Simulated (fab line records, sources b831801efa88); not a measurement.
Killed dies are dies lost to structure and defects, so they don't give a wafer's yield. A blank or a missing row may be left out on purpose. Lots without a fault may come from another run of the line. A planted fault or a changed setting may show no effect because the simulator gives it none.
A struck lot beside a sound one | flow sky130 | 17 steps out of a route of 708
Sound: wafers L803.1, L803.2, L803.4. Struck: wafer L802.3. (L802.1, L802.5 of the same lot were not struck and are left out.) The cause comes at the end.
At each step with rows: each side's tool, then ch and its chambers, then its first start. Under that, the readings that differ: sound wafers | struck wafers | difference of the means | sigmas: that difference in standard deviations of wafers without a fault.
alike: readings whose means differ by less than 2 such deviations, and words and numbers that are the same on both sides. not compared: withheld readings, readings that some wafer has no value for, bounds like >300 that may hide the same value, and numbers for which the record gives no deviation and whose values overlap.
The two part at a step that has a row with sigmas, a row that says differs or no value, or rows on one side only. Numbers that don't overlap but have no deviation are shown without sigmas and don't part them. A reading that every wafer of one side lacks parts them only if that side has two wafers or more.

first, 3 steps without rows for these wafers: SKY_VIA1_EXPOSE_09 (exposes mask VIM, target cd 150 nm); SKY_VIA1_PEB_10; SKY_VIA1_DEVELOP_11 (develop time 60 s).
SKY_VIA1_CD_MEAS_12: target cd 150 nm.
  sound on cd_sem-02, day 36 20:48; struck on cd_sem-02, day 36 22:14
  reading    | sound             | struck | difference | sigmas
  cd_nm (nm) | 147.9 150.2 148.0 | 152.3  | +3.6       | +2
SKY_VIA1_OVL_MEAS_13:
  sound on overlay-02, day 36 20:55; struck on overlay-02, day 36 22:22
  alike: VIA1_OVL
SKY_VIA1_ETCH_14: etches BARC in N2/H2, stops on SiO2, time 45.9 s, target depth 60 nm.
  sound on rie_diel-02 ch 0,1,2, day 36 20:57; struck on rie_diel-03 ch 2, day 36 22:24
  alike: drypump_motor_current_A, oes_product_au, rf_fwd_power_W, throttle_valve_pct
  not compared: rf_hours_counter_h
SKY_VIA1_ETCH_15: etches SiO2 in C4F8/O2/Ar, stops on TiN, target depth 351 nm, time 54 s.
  sound on rie_diel-02 ch 0,1,2, day 36 20:59; struck on rie_diel-03 ch 2, day 36 22:26
  alike: oes_product_au, rf_fwd_power_W
  not compared: rf_hours_counter_h
SKY_VIA1_STRIP_16: strips in O2/N2.
  sound on plasma_asher-03 ch 0,1, day 36 21:02; struck on plasma_asher-04 ch 1, day 36 22:29
  alike: drypump_motor_current_A, oes_product_au, strip_time_to_endpoint_s
  not compared: rf_hours_counter_h
then, 3 steps without rows for these wafers: SKY_VIA1_STRIP_17 (strips in post etch residue remover, time 1200 s); SKY_VIA1_CLEAN_18 (cleans in IPA, time 180 s); SKY_VIA1_CLEAN_19 (cleans in O3/DIW).
SKY_VIA1_SPUTTER_20: material TiN, target thk 20 nm, time 80 s.
  sound on pvd_sputter-04, day 36 21:38; struck on pvd_sputter-04, day 36 23:05
  alike: throttle_valve_pct
SKY_VIA1_CVD_21: deposits W, target thk 270 nm, time 80.902 s.
  sound on cvd_w-01 ch 0,1, day 36 21:41; struck on cvd_w-02 ch 0, day 36 23:09
  reading                            | sound           | struck | difference | sigmas
  model.W_of_VIA1_CVD_21.thk_nm (nm) | 272.7 267.3 267 | 246.3  | -22.7      |
  alike: heater_power_w
SKY_VIA1_RS_MEAS_22: measures by four-point-probe.
  sound on film_metro-03, day 36 21:47; struck on film_metro-02, day 36 23:14
  reading            | sound             | struck | difference | sigmas
  VIA1_W_RS (ohm/sq) | 0.424 0.432 0.431 | 0.467  | +0.038     | +8
SKY_VIA1_THK_MEAS_23: measures by xrf.
  sound on film_metro-03, day 36 21:55; struck on film_metro-02, day 36 23:22
  reading         | sound             | struck | difference | sigmas
  VIA1_W_THK (nm) | 266.1 261.2 261.2 | 241.4  | -21.4      | -8
SKY_VIA1_CMP_24: polishes, stops on SiO2, t overpolish 15 s, target thk 0 nm.
  sound on cmp-01 ch 1,2,3, day 36 21:58; struck on cmp-02 ch 3, day 36 23:50
  reading                    | sound             | struck | difference | sigmas
  slurry_filter_dp_kPa (kPa) | 13.44 13.50 13.56 | 13.18  | -0.32      | -2
  alike: motor_current_A
-- the record jumps here: 12 days lie between the struck wafers' starts before and after (it left off in module VIA1 and takes up again in module PAD_OPEN, whose first step shown is number 708 of the route) --
SKY_PAD_OPEN_PROBE_99:
  sound on prober-01, day 48 17:17; struck on prober-01, day 48 19:38
  reading             | sound    | struck | difference | sigmas
  killed_at_front_end | 11 18 16 | 24     | +9         | +2
  killed_short        | 30 35 46 | 54     | +17        | +3
  alike: defect_limited_yield, killed_at_M0_to_M3, killed_at_M4_up, killed_at_contacts, killed_at_other, killed_dies, killed_on_rim, killed_open, sort_bin_3_pad_short, sort_bin_5_function, sort_bin_6_memory, sort_n_pass, sort_yield_pct

WHERE THEY PART
First at SKY_VIA1_CD_MEAS_12; last, within this record, at SKY_PAD_OPEN_PROBE_99.

WHY: what the simulator had put in
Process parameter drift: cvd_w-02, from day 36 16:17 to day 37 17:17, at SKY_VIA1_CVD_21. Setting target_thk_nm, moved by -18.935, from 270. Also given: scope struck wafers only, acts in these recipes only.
